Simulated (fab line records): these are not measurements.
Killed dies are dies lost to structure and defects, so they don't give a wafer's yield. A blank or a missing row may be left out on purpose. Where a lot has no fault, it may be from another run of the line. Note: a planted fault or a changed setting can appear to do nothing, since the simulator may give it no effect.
Chamber matching || flow gf180mcu || GF_STI_ETCH_14 on rie_si-01: 4 sister chambers
The step etches Si in HBr/Cl2/O2, target depth 360 nm, time 102.9 s. 8 wafers are shown with their chamber, then 7 later ones without.

== WAFERS PAIRED WITH THEIR CHAMBERS ==
{"wafer": "L316.5", "chamber": 1, "drypump_motor_current_A (A)": 5.2, "run_length_s (s)": 130.7}
{"wafer": "L317.1", "chamber": 2, "drypump_motor_current_A (A)": 4.8, "run_length_s (s)": 131.6}
{"wafer": "L317.2", "chamber": 3, "drypump_motor_current_A (A)": 5.7, "run_length_s (s)": 130.9}
{"wafer": "L318.2", "chamber": 0, "drypump_motor_current_A (A)": 5.3, "run_length_s (s)": 130.9}
{"wafer": "L318.4", "chamber": 3, "drypump_motor_current_A (A)": 5.7, "run_length_s (s)": 131.0}
{"wafer": "L318.5", "chamber": 0, "drypump_motor_current_A (A)": 5.3, "run_length_s (s)": 131.0}
{"wafer": "L323.2", "chamber": 1, "drypump_motor_current_A (A)": 5.2, "run_length_s (s)": 130.4}
{"wafer": "L323.4", "chamber": 2, "drypump_motor_current_A (A)": 4.9, "run_length_s (s)": 132.1}

== WAFERS MISSING THEIR CHAMBER ==
{"wafer": "L324.3", "drypump_motor_current_A (A)": 4.9, "run_length_s (s)": 131.6}
{"wafer": "L335.2", "drypump_motor_current_A (A)": 5.2, "run_length_s (s)": 130.6}
{"wafer": "L335.3", "drypump_motor_current_A (A)": 4.8, "run_length_s (s)": 131.7}
{"wafer": "L335.5", "drypump_motor_current_A (A)": 5.2, "run_length_s (s)": 130.5}
{"wafer": "L336.1", "drypump_motor_current_A (A)": 5.2, "run_length_s (s)": 130.6}
{"wafer": "L336.5", "drypump_motor_current_A (A)": 5.6, "run_length_s (s)": 131.3}
{"wafer": "L336.6", "drypump_motor_current_A (A)": 4.9, "run_length_s (s)": 131.8}

== THE CHAMBER EACH PASSED THROUGH ==
{"wafer": "L324.3", "from the rows above": 2, "in truth": 2}
{"wafer": "L335.2", "from the rows above": 1, "in truth": 1}
{"wafer": "L335.3", "from the rows above": 2, "in truth": 2}
{"wafer": "L335.5", "from the rows above": 1, "in truth": 1}
{"wafer": "L336.1", "from the rows above": 1, "in truth": 1}
{"wafer": "L336.5", "from the rows above": 3, "in truth": 3}
{"wafer": "L336.6", "from the rows above": 2, "in truth": 2}
7 of 7 placed correctly. Left unplaced by these rows: 0. Placed wrongly: 0.
How it was worked out, from the rows above alone: a wafer's distance from a chamber is the root of the sum, over the readings, of the square of ((its reading less the chamber's mean) divided by the reading's scatter). If the next closest chamber is less than 2 further off than the closest, the wafer can't be placed; otherwise it belongs to the closest. For every chamber, the mean is computed from those of its wafers that are shown. How the scatter is found: for the shown wafers, subtract from each reading the mean of its chamber, square and add these, divide the total by (wafers less chambers), then take the root.
